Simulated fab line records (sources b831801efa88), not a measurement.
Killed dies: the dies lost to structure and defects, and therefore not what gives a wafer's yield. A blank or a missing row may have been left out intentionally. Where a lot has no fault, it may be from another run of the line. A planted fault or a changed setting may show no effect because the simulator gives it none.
Which tool was responsible? || flow gf180mcu || Sampling: 10 lots, 30 wafers, 7 of 602 route steps

== WHAT EACH GAUGE READ, for each wafer ==
GF_V4_RS_MEAS_24: uses a four-point probe to measure.
{"lot": "L673", "measured": "day 25 01:51", "on": "film_metro-04", "V4_W_RS (ohm/sq)": "0.333 0.333 0.331"}
{"lot": "L675", "measured": "day 25 14:55", "on": "film_metro-03", "V4_W_RS (ohm/sq)": "0.324 0.330 0.329"}
{"lot": "L676", "measured": "day 26 08:46", "on": "film_metro-03", "V4_W_RS (ohm/sq)": "0.323 0.329 0.322"}
{"lot": "L678", "measured": "day 27 00:59", "on": "film_metro-03", "V4_W_RS (ohm/sq)": "0.330 0.331 0.325"}
{"lot": "L684", "measured": "day 28 19:59", "on": "film_metro-01", "V4_W_RS (ohm/sq)": "0.329 0.329 0.331"}
{"lot": "L686", "measured": "day 29 08:01", "on": "film_metro-03", "V4_W_RS (ohm/sq)": "0.290 0.295 0.294"}
{"lot": "L687", "measured": "day 29 14:33", "on": "film_metro-04", "V4_W_RS (ohm/sq)": "0.288 0.286 0.285"}
{"lot": "L690", "measured": "day 30 12:58", "on": "film_metro-04", "V4_W_RS (ohm/sq)": "0.338 0.337 0.332"}
{"lot": "L691", "measured": "day 30 15:38", "on": "film_metro-04", "V4_W_RS (ohm/sq)": "0.333 0.332 0.332"}
{"lot": "L693", "measured": "day 31 07:10", "on": "film_metro-04", "V4_W_RS (ohm/sq)": "0.333 0.331 0.332"}

GF_V4_THK_MEAS_25: measures by xrf.
{"lot": "L673", "measured": "day 25 01:58", "on": "film_metro-04", "V4_W_THK (nm)": "355 353 356"}
{"lot": "L675", "measured": "day 25 15:02", "on": "film_metro-03", "V4_W_THK (nm)": "355 352 353"}
{"lot": "L676", "measured": "day 26 08:53", "on": "film_metro-03", "V4_W_THK (nm)": "356 349 353"}
{"lot": "L678", "measured": "day 27 01:06", "on": "film_metro-03", "V4_W_THK (nm)": "349 349 356"}
{"lot": "L684", "measured": "day 28 20:06", "on": "film_metro-01", "V4_W_THK (nm)": "358 360 355"}
{"lot": "L686", "measured": "day 29 08:08", "on": "film_metro-03", "V4_W_THK (nm)": "400 390 395"}
{"lot": "L687", "measured": "day 29 14:40", "on": "film_metro-04", "V4_W_THK (nm)": "411 411 413"}
{"lot": "L690", "measured": "day 30 13:05", "on": "film_metro-04", "V4_W_THK (nm)": "347 345 352"}
{"lot": "L691", "measured": "day 30 15:44", "on": "film_metro-04", "V4_W_THK (nm)": "351 349 352"}
{"lot": "L693", "measured": "day 31 07:17", "on": "film_metro-04", "V4_W_THK (nm)": "355 354 353"}

GF_MIM_RS_MEAS_10: uses a four-point probe to measure.
{"lot": "L673", "measured": "day 25 05:18", "on": "film_metro-02", "MIM_ALCU_RS (ohm/sq)": "0.1616 0.1612 0.1625"}
{"lot": "L675", "measured": "day 25 15:48", "on": "film_metro-01", "MIM_ALCU_RS (ohm/sq)": "0.1589 0.1582 0.1581"}
{"lot": "L676", "measured": "day 26 09:52", "on": "film_metro-02", "MIM_ALCU_RS (ohm/sq)": "0.1636 0.1610 0.1631"}
{"lot": "L678", "measured": "day 27 01:53", "on": "film_metro-04", "MIM_ALCU_RS (ohm/sq)": "0.1603 0.1602 0.1586"}
{"lot": "L684", "measured": "day 28 21:03", "on": "film_metro-04", "MIM_ALCU_RS (ohm/sq)": "0.1600 0.1601 0.1584"}
{"lot": "L686", "measured": "day 29 08:55", "on": "film_metro-04", "MIM_ALCU_RS (ohm/sq)": "0.1595 0.1584 0.1591"}
{"lot": "L687", "measured": "day 29 15:26", "on": "film_metro-02", "MIM_ALCU_RS (ohm/sq)": "0.1576 0.1572 0.1569"}
{"lot": "L690", "measured": "day 30 13:52", "on": "film_metro-04", "MIM_ALCU_RS (ohm/sq)": "0.1615 0.1600 0.1622"}
{"lot": "L691", "measured": "day 30 16:32", "on": "film_metro-02", "MIM_ALCU_RS (ohm/sq)": "0.1608 0.1605 0.1601"}
{"lot": "L693", "measured": "day 31 08:05", "on": "film_metro-04", "MIM_ALCU_RS (ohm/sq)": "0.1617 0.1600 0.1623"}

== WHICH TOOL RAN EACH LOT (tool, then ch and the chambers of the sampled wafers, then the start) ==
{"lot": "L673", "GF_M4_METAL_ETCH_16": "rie_metal-03 ch 0,1, day 24 01:13", "GF_V4_CVD_02": "pecvd-01 ch 0,2, day 24 02:00", "GF_V4_CVD_23": "cvd_w-01 ch 0,1, day 25 01:44", "GF_V4_CMP_26": "cmp-01 ch 0,2,3, day 25 04:38"}
{"lot": "L675", "GF_M4_METAL_ETCH_16": "rie_metal-04 ch 1, day 24 16:28", "GF_V4_CVD_02": "pecvd-02 ch 0,1,2, day 24 17:17", "GF_V4_CVD_23": "cvd_w-02 ch 0,1, day 25 14:47", "GF_V4_CMP_26": "cmp-01 ch 0,2, day 25 15:08"}
{"lot": "L676", "GF_M4_METAL_ETCH_16": "rie_metal-01 ch 0,1, day 25 09:37", "GF_V4_CVD_02": "pecvd-01 ch 1,2, day 25 10:32", "GF_V4_CVD_23": "cvd_w-01 ch 0,1, day 26 08:39", "GF_V4_CMP_26": "cmp-01 ch 2,3, day 26 09:00"}
{"lot": "L678", "GF_M4_METAL_ETCH_16": "rie_metal-01 ch 0,1, day 26 02:16", "GF_V4_CVD_02": "pecvd-03 ch 0,1,2, day 26 03:03", "GF_V4_CVD_23": "cvd_w-01 ch 0,1, day 27 00:52", "GF_V4_CMP_26": "cmp-02 ch 0,1,2, day 27 01:12"}
{"lot": "L684", "GF_M4_METAL_ETCH_16": "rie_metal-04 ch 0,1, day 27 22:38", "GF_V4_CVD_02": "pecvd-02 ch 0,1,2, day 27 23:27", "GF_V4_CVD_23": "cvd_w-01 ch 0,1, day 28 19:52", "GF_V4_CMP_26": "cmp-01 ch 0,2,3, day 28 20:23"}
{"lot": "L686", "GF_M4_METAL_ETCH_16": "rie_metal-01 ch 0,1, day 28 10:43", "GF_V4_CVD_02": "pecvd-01 ch 0,1,2, day 28 11:29", "GF_V4_CVD_23": "cvd_w-01 ch 0,1, day 29 07:53", "GF_V4_CMP_26": "cmp-02 ch 1,2,3, day 29 08:14"}
{"lot": "L687", "GF_M4_METAL_ETCH_16": "rie_metal-03 ch 0,1, day 28 17:11", "GF_V4_CVD_02": "pecvd-01 ch 0,1, day 28 17:58", "GF_V4_CVD_23": "cvd_w-01 ch 0,1, day 29 14:23", "GF_V4_CMP_26": "cmp-02 ch 0,2,3, day 29 14:49"}
{"lot": "L690", "GF_M4_METAL_ETCH_16": "rie_metal-01 ch 0,1, day 29 16:01", "GF_V4_CVD_02": "pecvd-02 ch 1,2, day 29 17:05", "GF_V4_CVD_23": "cvd_w-02 ch 0,1, day 30 12:51", "GF_V4_CMP_26": "cmp-02 ch 1,2,3, day 30 13:09"}
{"lot": "L691", "GF_M4_METAL_ETCH_16": "rie_metal-04 ch 0,1, day 29 18:50", "GF_V4_CVD_02": "pecvd-03 ch 0,2, day 29 19:37", "GF_V4_CVD_23": "cvd_w-02 ch 0,1, day 30 15:29", "GF_V4_CMP_26": "cmp-01 ch 0,1,3, day 30 15:47"}
{"lot": "L693", "GF_M4_METAL_ETCH_16": "rie_metal-04 ch 0,1, day 30 10:28", "GF_V4_CVD_02": "pecvd-01 ch 0,1, day 30 11:15", "GF_V4_CVD_23": "cvd_w-02 ch 0,1, day 31 07:02", "GF_V4_CMP_26": "cmp-02 ch 0,2,3, day 31 07:26"}
- GF_M4_METAL_ETCH_16: etches the open film in Cl2/BCl3, stops on SiO2, target depth 627.5 nm, time 104.6 s.
- GF_V4_CVD_02: deposits SiO2 from TEOS, target thk 850 nm, time 94.851 s.
- GF_V4_CVD_23: deposits W, target thk 350 nm, time 104.9 s.
- GF_V4_CMP_26: polishes, stops on SiO2, t overpolish 15 s, target thk 0 nm.

== AS READ BY THE TOOLS THEMSELVES (means over the sampled wafers that have a number; for cases with no such wafer, the mark the record gives instead) ==
GF_M4_METAL_ETCH_16.
{"lot": "L673", "tool": "rie_metal-03", "drypump_motor_current_A (A)": 5.6, "oes_product_au (a.u.)": 0.974, "throttle_valve_pct (%)": 28.254}
{"lot": "L675", "tool": "rie_metal-04", "drypump_motor_current_A (A)": 6.7, "oes_product_au (a.u.)": 0.970, "throttle_valve_pct (%)": 28.259}
{"lot": "L676", "tool": "rie_metal-01", "drypump_motor_current_A (A)": 6.0, "oes_product_au (a.u.)": 0.977, "throttle_valve_pct (%)": 28.245}
{"lot": "L678", "tool": "rie_metal-01", "drypump_motor_current_A (A)": 5.7, "oes_product_au (a.u.)": 0.962, "throttle_valve_pct (%)": 28.257}
{"lot": "L684", "tool": "rie_metal-04", "drypump_motor_current_A (A)": 6.3, "oes_product_au (a.u.)": 0.975, "throttle_valve_pct (%)": 28.256}
{"lot": "L686", "tool": "rie_metal-01", "drypump_motor_current_A (A)": 6.0, "oes_product_au (a.u.)": 0.971, "throttle_valve_pct (%)": 28.244}
{"lot": "L687", "tool": "rie_metal-03", "drypump_motor_current_A (A)": 5.7, "oes_product_au (a.u.)": 0.974, "throttle_valve_pct (%)": 28.250}
{"lot": "L690", "tool": "rie_metal-01", "drypump_motor_current_A (A)": 6.0, "oes_product_au (a.u.)": 0.966, "throttle_valve_pct (%)": 28.248}
{"lot": "L691", "tool": "rie_metal-04", "drypump_motor_current_A (A)": 6.0, "oes_product_au (a.u.)": 0.971, "throttle_valve_pct (%)": 28.245}
{"lot": "L693", "tool": "rie_metal-04", "drypump_motor_current_A (A)": 6.4, "oes_product_au (a.u.)": 0.975, "throttle_valve_pct (%)": 28.242}

GF_V4_CVD_02.
{"lot": "L673", "tool": "pecvd-01", "heater_power_w (W)": 633}
{"lot": "L675", "tool": "pecvd-02", "heater_power_w (W)": 635}
{"lot": "L676", "tool": "pecvd-01", "heater_power_w (W)": 730}
{"lot": "L678", "tool": "pecvd-03", "heater_power_w (W)": 676}
{"lot": "L684", "tool": "pecvd-02", "heater_power_w (W)": 639}
{"lot": "L686", "tool": "pecvd-01", "heater_power_w (W)": 716}
{"lot": "L687", "tool": "pecvd-01", "heater_power_w (W)": 760}
{"lot": "L690", "tool": "pecvd-02", "heater_power_w (W)": 543}
{"lot": "L691", "tool": "pecvd-03", "heater_power_w (W)": 697}
{"lot": "L693", "tool": "pecvd-01", "heater_power_w (W)": 693}

GF_V4_CVD_23.
{"lot": "L673", "tool": "cvd_w-01", "chamber_pressure_Torr (Torr)": 40.02, "heater_power_w (W)": 924}
{"lot": "L675", "tool": "cvd_w-02", "chamber_pressure_Torr (Torr)": 39.96, "heater_power_w (W)": 953}
{"lot": "L676", "tool": "cvd_w-01", "chamber_pressure_Torr (Torr)": 40.00, "heater_power_w (W)": 890}
{"lot": "L678", "tool": "cvd_w-01", "chamber_pressure_Torr (Torr)": 40.01, "heater_power_w (W)": 919}
{"lot": "L684", "tool": "cvd_w-01", "chamber_pressure_Torr (Torr)": 40.02, "heater_power_w (W)": 911}
{"lot": "L686", "tool": "cvd_w-01", "chamber_pressure_Torr (Torr)": 52.25, "heater_power_w (W)": 920}
{"lot": "L687", "tool": "cvd_w-01", "chamber_pressure_Torr (Torr)": 52.15, "heater_power_w (W)": 926}
{"lot": "L690", "tool": "cvd_w-02", "chamber_pressure_Torr (Torr)": 40.07, "heater_power_w (W)": 961}
{"lot": "L691", "tool": "cvd_w-02", "chamber_pressure_Torr (Torr)": 40.01, "heater_power_w (W)": 940}
{"lot": "L693", "tool": "cvd_w-02", "chamber_pressure_Torr (Torr)": 40.00, "heater_power_w (W)": 970}

GF_V4_CMP_26.
{"lot": "L673", "tool": "cmp-01", "head_pressure_psi (psi)": 3.501, "motor_current_A (A)": 10.9, "platen_rpm (rpm)": 59.98, "time_to_endpoint_s (s)": 81.8}
{"lot": "L675", "tool": "cmp-01", "head_pressure_psi (psi)": 3.491, "motor_current_A (A)": 10.5, "platen_rpm (rpm)": 60.00, "time_to_endpoint_s (s)": 83.6}
{"lot": "L676", "tool": "cmp-01", "head_pressure_psi (psi)": 3.495, "motor_current_A (A)": 11.3, "platen_rpm (rpm)": 59.98, "time_to_endpoint_s (s)": 85.4}
{"lot": "L678", "tool": "cmp-02", "head_pressure_psi (psi)": 3.502, "motor_current_A (A)": 10.3, "platen_rpm (rpm)": 59.98, "time_to_endpoint_s (s)": 84.7}
{"lot": "L684", "tool": "cmp-01", "head_pressure_psi (psi)": 3.506, "motor_current_A (A)": 10.5, "platen_rpm (rpm)": 60.02, "time_to_endpoint_s (s)": 77.7}
{"lot": "L686", "tool": "cmp-02", "head_pressure_psi (psi)": 3.487, "motor_current_A (A)": 10.1, "platen_rpm (rpm)": 59.97, "time_to_endpoint_s (s)": 97.0}
{"lot": "L687", "tool": "cmp-02", "head_pressure_psi (psi)": 3.492, "motor_current_A (A)": 11.0, "platen_rpm (rpm)": 60.02, "time_to_endpoint_s (s)": 99.6}
{"lot": "L690", "tool": "cmp-02", "head_pressure_psi (psi)": 3.490, "motor_current_A (A)": 10.3, "platen_rpm (rpm)": 60.00, "time_to_endpoint_s (s)": 85.3}
{"lot": "L691", "tool": "cmp-01", "head_pressure_psi (psi)": 3.502, "motor_current_A (A)": 11.3, "platen_rpm (rpm)": 59.96, "time_to_endpoint_s (s)": 84.2}
{"lot": "L693", "tool": "cmp-02", "head_pressure_psi (psi)": 3.505, "motor_current_A (A)": 11.4, "platen_rpm (rpm)": 59.99, "time_to_endpoint_s (s)": 85.1}

== THE ANSWER, worked out from the rows above alone ==
Rule: what is usual is taken from the lots themselves. The widest of any qualifying gaps counts: lots, ordered by their means at a reading, are off when they make up no more than a third of the lots, leave a main group of 4 or more, and stand apart from it by 3 or more times the standard deviation of that group's means. Not used: any main group whose means are identical at the precision the tables above print for the reading. A lot without any number at a reading at which 4 lots or more have one is off too. The other lots that the step has rows for count as sound. Order of review: gauges by route order, followed by the tools' own readings, for which a lot's mean as printed above is used. The first step at which some lot is off is used, and at that step the reading that is off furthest; a lot without a number counts as furthest.
Off: L686, L687, seen at GF_V4_RS_MEAS_24 (V4_W_RS). Mean 0.330 ohm/sq and standard deviation 0.0032 in the main group.
A tool fits if, at a process step before that reading, it ran every lot that is off, and no sound lot after the first of them. The gauges at GF_V4_RS_MEAS_24 aren't tried: what is off there is off at GF_V4_CVD_23 too, on other tools, and a gauge's error can't cause that. One candidate fits, namely cvd_w-01 at GF_V4_CVD_23. A fault onset in the window from L684 (day 28 19:52, its last sound lot) to L686 (day 29 07:53, its first lot off) fits.
The tool's own readings at GF_V4_CVD_23 bear it out: on the lots that are off they differ by more than 5 times the standard deviation of the sound lots' means. chamber_pressure_Torr reads 52.20 Torr there against 40.01 Torr on the sound lots.

== WHAT HAD BEEN PUT IN BY THE SIMULATOR ==
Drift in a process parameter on cvd_w-01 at GF_V4_CVD_23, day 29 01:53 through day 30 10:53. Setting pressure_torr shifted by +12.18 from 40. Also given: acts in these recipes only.
Shown lots that were struck: L686, L687. This agrees with what the rule above found.
